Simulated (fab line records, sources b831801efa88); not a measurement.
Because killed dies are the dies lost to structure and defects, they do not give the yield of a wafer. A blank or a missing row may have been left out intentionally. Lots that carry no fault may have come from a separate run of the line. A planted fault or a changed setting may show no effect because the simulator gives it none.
2 desks, one fault / flow gf180mcu / numbers are kept per desk, each desk with only its own; the story behind them comes last

== THE METROLOGY DESK ==
What the gauges read for every lot (on any tool): the sampled wafers with a number, averaged. The brackets show how far a lot's mean lies from the usual mean; more than 4 standard deviations puts the lot out of limits, marked OUT.
Columns: A = VT_IMPLANT_02_OVL at GF_VT_IMPLANT_OVL_MEAS_29, usual -1.0 nm; B = DUAL_GATE_OXIDATION_00_THK at GF_DUAL_GATE_THK_MEAS_03, usual 11.03 nm; C = V1_OVL at GF_V1_OVL_MEAS_15, usual -2 nm
lot=L115; first seen here=day 7 10:29; A=-2.4; B=11.29; C=6
lot=L116; first seen here=day 7 17:32; A=0.5; B=10.66; C=-5
lot=L117; first seen here=day 7 21:16; A=-1.7; B=11.06; C=0
lot=L118; first seen here=day 8 06:20; A=0.8; B=9.57 (-6.6) OUT; C=-6
lot=L119; first seen here=day 8 12:54; A=-1.1; B=9.27 (-8.0) OUT; C=-4
lot=L126; first seen here=day 10 09:34; A=-2.0; B=11.00; C=-1
lot=L128; first seen here=day 11 01:08; A=-0.7; B=10.86; C=-12
lot=L130; first seen here=day 11 11:13; A=-2.6; B=10.93; C=0
lot=L131; first seen here=day 11 17:46; A=-0.5; B=11.25; C=-6
lot=L132; first seen here=day 12 00:31; A=0.2; B=10.88; C=-4
lot=L134; first seen here=day 12 14:36; A=-0.1; B=11.13; C=-8
lot=L135; first seen here=day 12 20:46; A=-2.4; B=11.41; C=4
This desk's finding: out of limits on L118, L119; first on L118, day 9 02:00 (DUAL_GATE_OXIDATION_00_THK at GF_DUAL_GATE_THK_MEAS_03). In limits: L115, L116, L117, L126, L128, L130, L131, L132, L134, L135.

== TOOL OWNER'S DESK, furnace-02 ==
The tool's own readings at GF_DUAL_GATE_OXIDATION_02 (stabilise 600 s, purge 300 s, target thk 10.887 nm): means of the sampled wafers that have a number, for each lot that ran on this tool. The brackets show how far a lot's mean lies from the usual mean; more than 4 standard deviations puts the lot out of limits, marked OUT. 7 of its 8 readings are shown: the first one out of limits and those lying furthest out on some lot.
Columns: A = spike-tc-bottom-C at GF_DUAL_GATE_OXIDATION_02, usual 920 C; B = spike-tc-centre-C at GF_DUAL_GATE_OXIDATION_02, usual 900.2 C; C = spike-tc-lower-C at GF_DUAL_GATE_OXIDATION_02, usual 901.1 C; D = spike-tc-top-C at GF_DUAL_GATE_OXIDATION_02, usual 912.3 C; E = spike-tc-upper-C at GF_DUAL_GATE_OXIDATION_02, usual 899.2 C; F = tube-center-temp-C at GF_DUAL_GATE_OXIDATION_02, usual 900.01 C; G = tube_center_temp_C_max at GF_DUAL_GATE_OXIDATION_02, usual 902.3
lot=L115; first seen here=day 8 03:49; A=915; B=898.0; C=901.1; D=915.8; E=900.6; F=900.01; G=902.5
lot=L118; first seen here=day 9 00:32; A=901 (-6.4) OUT; B=882.6 (-11) OUT; C=885.5 (-17) OUT; D=900.1 (-5.8) OUT; E=885.3 (-13) OUT; F=884.71 (-99 or more) OUT; G=886.9 (-43) OUT
lot=L119; first seen here=day 9 07:34; A=901 (-6.3) OUT; B=883.5 (-10) OUT; C=886.5 (-16) OUT; D=900.4 (-5.7) OUT; E=885.4 (-13) OUT; F=884.75 (-99 or more) OUT; G=887.3 (-42) OUT
lot=L128; first seen here=day 11 21:39; A=916; B=898.0; C=901.2; D=914.4; E=899.6; F=900.04; G=902.4
This desk's verdict: out of limits on L118, L119, starting with L118 at day 9 00:32 (spike-tc-bottom-C at GF_DUAL_GATE_OXIDATION_02). In limits: L115, L128.

== BROUGHT TOGETHER ==
On L118, L119, at day 9 00:32, an alarm was possible from the tool owner's desk.
Metrology desk: alarm possible at day 9 02:00 on L118, L119.
All the named lots went through GF_DUAL_GATE_OXIDATION_02 on furnace-02.

== WHAT THE SIMULATOR HAD INSERTED ==
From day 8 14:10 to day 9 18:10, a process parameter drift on furnace-02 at GF_DUAL_GATE_OXIDATION_02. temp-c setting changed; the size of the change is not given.
Lots struck among those shown: L118, L119.
Hours from the fault's start to each desk's first reading out of limits: the tool owner's desk, 10; the metrology desk, 12.
